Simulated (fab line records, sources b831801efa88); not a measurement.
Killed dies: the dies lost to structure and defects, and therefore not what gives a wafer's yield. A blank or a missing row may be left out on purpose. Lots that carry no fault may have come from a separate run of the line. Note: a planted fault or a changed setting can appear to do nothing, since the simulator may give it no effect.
A lot that was struck, set against a sound lot :: flow sky130 :: 14 steps out of a route of 708
Sound: these wafers, L788.1, L788.4, L788.6. Wafers L793.2, L793.3, L793.5 were the ones struck. The cause is named last.
Order at every step that has rows: each side's tool, ch and its chambers, its first start. Under that, the readings that differ: sound wafers :: struck wafers :: difference of the means :: sigmas: that difference in standard deviations of wafers without a fault.
alike: words and numbers the same on both sides, and readings whose means are apart by under 2 such deviations; not compared: readings that were withheld, readings missing a value for some wafer, numbers with overlapping values and no deviation given by the record, and bounds like >300 which may hide the same value.
The two part at a step that has a row with sigmas, a row that says differs or no value, or rows on one side only. Non-overlapping numbers with no deviation appear without sigmas and do not part them. A reading missing from all wafers of one side parts the sides only when that side holds two or more wafers.

first, 1 step without rows for these wafers: SKY_CAPM_DEVELOP_11 (develop time 60 s).
SKY_CAPM_OVL_MEAS_12:
  sound on overlay-02 at day 37 22:22; struck on overlay-01 at day 39 20:02
  alike: CAPM_OVL
SKY_CAPM_METAL_ETCH_13: etches TiN in Cl2/BCl3, stops on SiO2, target depth 220 nm, time 62.9 s.
  sound on rie-metal-04 ch 0,1, day 37 22:24; struck on rie-metal-03 ch 0,1, day 39 20:04
  alike: drypump-motor-current-A, oes-product-au, throttle-valve-pct
  not compared: rf-hours-counter-h
SKY_CAPM_STRIP_14: strips in O2/N2.
  sound on plasma-asher-03 ch 0,1, day 37 22:28; struck on plasma-asher-02 ch 0,1, day 39 20:08
  alike: drypump-motor-current-A, oes-product-au, strip-time-to-endpoint-s
  not compared: rf-hours-counter-h
then, 8 steps without rows for these wafers: SKY_CAPM_STRIP_15 (strips in post etch residue remover, time 1200 s); SKY_CAPM_CLEAN_16 (cleans in IPA, time 180 s); SKY_CAPM_CLEAN_17 (cleans in O3/DIW); SKY_METAL3_DEHYDRATE_05 (time 60 s); SKY_METAL3_HMDS_06 (prime time 60 s); SKY_METAL3_COAT_07 (resist thk 60 nm); SKY_METAL3_COAT_08 (resist thk 1140 nm); SKY_METAL3_SOFTBAKE_09 (time 90 s).
SKY_METAL3_EXPOSE_10: exposes mask MM3, target cd 300 nm.
  sound on krf-scanner-02 ch 0, day 38 12:10; struck on krf-scanner-01, day 40 09:23
  no value came back on the struck wafers for exposure-dose-mJ-cm2, focus-offset-nm (nm), na, reticle-temp-C (C); on the sound wafers exposure-dose-mJ-cm2 reads 27.982 27.967 27.971
  alike: mask
following that, these wafers have no rows for 1 step: SKY_METAL3_PEB_11.

WHERE THEY PART
Only at SKY_METAL3_EXPOSE_10, within this record.

WHY: what had been put in by the simulator
Skipped step whole: krf-scanner-01, from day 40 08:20 on, at SKY_METAL3_EXPOSE_10. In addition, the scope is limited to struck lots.
